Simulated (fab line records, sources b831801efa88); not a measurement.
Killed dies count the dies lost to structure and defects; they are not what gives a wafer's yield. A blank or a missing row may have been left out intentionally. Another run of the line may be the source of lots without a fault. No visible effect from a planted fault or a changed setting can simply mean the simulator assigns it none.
Which tool was responsible? + flow sky130 + 14 lots with 42 wafers sampled at 4 steps, on a route of 708 steps

== WHAT THE GAUGES SHOWED, per wafer ==
SKY_LDD_P_TW_MEAS_11.
| lot  | measured     | on            | LDD_P_TW    |
|------|--------------|---------------|-------------|
| L343 | day 18 18:20 | film metro-04 | 629 625 629 |
| L342 | day 18 18:34 | film metro-02 | 631 633 633 |
| L344 | day 19 11:49 | film metro-02 | 632 634 636 |
| L345 | day 20 10:55 | film metro-02 | 636 634 638 |
| L346 | day 20 18:16 | film metro-04 | 627 628 626 |
| L348 | day 21 08:35 | film metro-04 | 626 626 633 |
| L349 | day 21 16:32 | film metro-03 | 639 636 640 |
| L351 | day 22 10:55 | film metro-03 | 643 640 639 |
| L352 | day 23 00:37 | film metro-02 | 633 631 633 |
| L354 | day 23 15:25 | film metro-04 | 629 629 631 |
| L356 | day 24 05:25 | film metro-02 | 627 630 629 |
| L357 | day 24 06:59 | film metro-04 | 623 622 621 |
| L359 | day 25 00:01 | film metro-04 | 626 623 623 |
| L360 | day 25 15:34 | film metro-03 | 640 634 638 |

SKY_POLY_CUT_CD_MEAS_08: target cd 270 nm.
| lot  | measured     | on        | cd nm (nm)        |
|------|--------------|-----------|-------------------|
| L343 | day 23 19:52 | cd sem-01 | 268.6 269.1 269.2 |
| L342 | day 23 21:08 | cd sem-01 | 268.0 267.9 268.4 |
| L344 | day 24 16:57 | cd sem-02 | 268.9 267.3 269.0 |
| L345 | day 25 13:07 | cd sem-02 | 268.0 267.6 268.8 |
| L346 | day 25 21:27 | cd sem-02 | 269.0 268.3 266.9 |
| L348 | day 26 10:01 | cd sem-02 | 268.9 267.2 267.6 |
| L349 | day 26 18:52 | cd sem-01 | 270.2 270.6 268.6 |
| L351 | day 27 10:33 | cd sem-01 | 268.1 268.1 269.5 |
| L352 | day 28 00:59 | cd sem-01 | 269.8 269.7 268.8 |
| L354 | day 28 13:09 | cd sem-01 | 268.1 269.4 269.1 |
| L356 | day 29 02:46 | cd sem-01 | 268.5 271.2 268.8 |
| L357 | day 29 05:41 | cd sem-01 | 269.5 268.9 270.4 |
| L359 | day 29 21:46 | cd sem-02 | 270.4 269.4 269.5 |
| L360 | day 30 12:31 | cd sem-01 | 269.7 270.5 269.9 |

== EACH LOT AND THE TOOL THAT RAN IT (in order: tool; ch and the chambers of the sampled wafers; start) ==
| lot  | SKY_LDD_LDN_DEVELOP_06            | SKY_SPACER_ETCHBACK_02             |
|------|-----------------------------------|------------------------------------|
| L343 | litho track-01 ch 0, day 22 11:44 | rie diel-03 ch 0,2,3, day 22 13:59 |
| L342 | litho track-01 ch 0, day 22 12:20 | rie diel-04 ch 0,1, day 22 15:11   |
| L344 | litho track-04 ch 0, day 23 08:28 | rie diel-04 ch 0,2,3, day 23 10:44 |
| L345 | litho track-04 ch 0, day 24 05:10 | rie diel-03 ch 0,1,3, day 24 07:45 |
| L346 | litho track-02 ch 0, day 24 13:22 | rie diel-03 ch 0,3, day 24 15:37   |
| L348 | litho track-02 ch 0, day 25 02:11 | rie diel-03 ch 1,2,3, day 25 04:36 |
| L349 | litho track-02 ch 0, day 25 10:59 | rie diel-03 ch 1,3, day 25 13:13   |
| L351 | litho track-01 ch 0, day 26 03:34 | rie diel-04 ch 0,1,2, day 26 05:50 |
| L352 | litho track-04 ch 0, day 26 18:14 | rie diel-04 ch 1,2,3, day 26 20:29 |
| L354 | litho track-02 ch 0, day 27 06:34 | rie diel-02 ch 0,1,2, day 27 08:49 |
| L356 | litho track-02 ch 0, day 27 20:13 | rie diel-02 ch 0,3, day 27 22:28   |
| L357 | litho track-02 ch 0, day 27 22:35 | rie diel-03 ch 1,2,3, day 28 00:49 |
| L359 | litho track-02, day 28 14:34      | rie diel-04 ch 1,3, day 28 17:13   |
| L360 | litho track-04, day 29 06:08      | rie diel-03 ch 0,1,3, day 29 08:22 |
- SKY_LDD_LDN_DEVELOP_06: develop time 60 s.
- SKY_SPACER_ETCHBACK_02: etches Si3N4 in CH3F/O2, stops on SiO2, time 46.7 s, target depth 45 nm.

== WHAT THE TOOLS THEMSELVES READ (means of the sampled wafers that have a number; where no wafer has one, the mark that the record gives instead) ==
SKY_LDD_LDN_DEVELOP_06.
| lot  | tool           | chill plate temp C (C) |
|------|----------------|------------------------|
| L343 | litho track-01 | 23.02                  |
| L342 | litho track-01 | 22.82                  |
| L344 | litho track-04 | 22.99                  |
| L345 | litho track-04 | 23.09                  |
| L346 | litho track-02 | 22.93                  |
| L348 | litho track-02 | 23.02                  |
| L349 | litho track-02 | 23.07                  |
| L351 | litho track-01 | 22.96                  |
| L352 | litho track-04 | 22.92                  |
| L354 | litho track-02 | 23.10                  |
| L356 | litho track-02 | 23.05                  |
| L357 | litho track-02 | 23.06                  |
| L359 | litho track-02 | -                      |
| L360 | litho track-04 | -                      |

SKY_SPACER_ETCHBACK_02.
| lot  | tool        | chamber pressure mTorr (mTorr) | drypump motor current A (A) | oes product au (a.u.) | throttle valve pct (%) |
|------|-------------|--------------------------------|-----------------------------|-----------------------|------------------------|
| L343 | rie diel-03 | 24.992                         | 5.7                         | 0.859                 | 10.565                 |
| L342 | rie diel-04 | 24.991                         | 5.6                         | 0.857                 | 10.560                 |
| L344 | rie diel-04 | 25.013                         | 5.5                         | 0.854                 | 10.564                 |
| L345 | rie diel-03 | 25.008                         | 5.9                         | 0.864                 | 10.565                 |
| L346 | rie diel-03 | 25.029                         | 6.2                         | 0.853                 | 10.561                 |
| L348 | rie diel-03 | 25.018                         | 5.4                         | 0.854                 | 10.568                 |
| L349 | rie diel-03 | 24.998                         | 5.5                         | 0.871                 | 10.563                 |
| L351 | rie diel-04 | 25.013                         | 5.5                         | 0.858                 | 10.576                 |
| L352 | rie diel-04 | 25.018                         | 5.3                         | 0.862                 | 10.561                 |
| L354 | rie diel-02 | 25.017                         | 5.5                         | 0.867                 | 10.556                 |
| L356 | rie diel-02 | 24.981                         | 5.4                         | 0.854                 | 10.563                 |
| L357 | rie diel-03 | 25.013                         | 5.4                         | 0.853                 | 10.568                 |
| L359 | rie diel-04 | 25.008                         | 5.3                         | 0.851                 | 10.561                 |
| L360 | rie diel-03 | 25.002                         | 5.9                         | 0.850                 | 10.559                 |

== THE ANSWER, worked out from the rows above alone ==
Rule: the lots themselves supply what counts as usual. Put in order of their means at a reading, lots are off if they are a third of the lots or fewer, leave a main group of 4 or more, and stand apart from it by a gap of 3 or more times the standard deviation of the main group's means; of several such gaps the widest counts. Not used: any main group whose means are identical at the precision the tables above print for the reading. Also off: a lot with no number at a reading for which 4 or more lots have one. The other lots that the step has rows for count as sound. The gauges are gone through in route order, then the tools' own readings, and for those a lot's mean is taken as printed above. At the first step where some lot is off, the reading lying furthest off is the one used; lots without a number count as furthest.
Off: L359, L360, at SKY_LDD_LDN_DEVELOP_06 (chill plate temp C). Without a number there: L359, L360. The main group has a mean of 23.00 C with a standard deviation of 0.079.
A tool fits if, at that step or a process step before it, it ran every lot that is off, and no sound lot after the first of them. No candidate that was tried fits.

== WHAT HAD BEEN PUT IN BY THE SIMULATOR ==
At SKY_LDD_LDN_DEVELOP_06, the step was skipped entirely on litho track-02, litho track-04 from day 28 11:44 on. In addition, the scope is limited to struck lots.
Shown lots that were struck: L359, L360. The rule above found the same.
